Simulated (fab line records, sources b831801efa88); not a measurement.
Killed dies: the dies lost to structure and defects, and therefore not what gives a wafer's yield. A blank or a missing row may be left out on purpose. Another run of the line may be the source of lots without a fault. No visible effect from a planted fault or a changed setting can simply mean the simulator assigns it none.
2 desks, one fault | flow gf180mcu | every desk sees just its own numbers, and what lay behind them comes last

AT THE TOOL OWNER'S DESK: pvd sputter-03
The tool's own readings at GF_M2_SPUTTER_02 (material AlCu, target thk 450 nm, time 23.9 s): means of the sampled wafers that have a number, for each lot that ran on this tool. The brackets show how far a lot's mean lies from the usual mean; more than 4 standard deviations puts the lot out of limits, marked OUT.
Columns: A = throttle valve pct at GF_M2_SPUTTER_02, usual 29.9 %
lot  | first seen here | A
L755 | day 18 14:40    | 28.9
L758 | day 19 03:20    | 29.5
L767 | day 22 21:26    | 29.9
L768 | day 23 08:29    | 29.5
This desk found nothing out of limits on any of the 4 lots.

THE METROLOGY DESK
Means of the sampled wafers that have a number, per lot and without regard to the tool the lot ran on: this is what the gauges read. The brackets show how far a lot's mean lies from the usual mean; more than 4 standard deviations puts the lot out of limits, marked OUT.
Columns: A = V1_W_RS at GF_V1_RS_MEAS_24, usual 0.328 ohm/sq; B = V1_W_THK at GF_V1_THK_MEAS_25, usual 353 nm
lot  | first seen here | A     | B
L755 | day 18 14:04    | 0.325 | 358
L758 | day 19 02:43    | 0.328 | 353
L767 | day 22 20:53    | 0.330 | 354
L768 | day 23 07:41    | 0.329 | 353
L776 | day 25 12:42    | 0.324 | 353
L778 | day 26 10:59    | 0.327 | 351
This desk found nothing out of limits on any of the 6 lots.

ALL TOGETHER
The desk of the tool owner found nothing out of limits.
Nothing out of limits was seen by the metrology desk.

WHAT THE SIMULATOR HAD INSERTED
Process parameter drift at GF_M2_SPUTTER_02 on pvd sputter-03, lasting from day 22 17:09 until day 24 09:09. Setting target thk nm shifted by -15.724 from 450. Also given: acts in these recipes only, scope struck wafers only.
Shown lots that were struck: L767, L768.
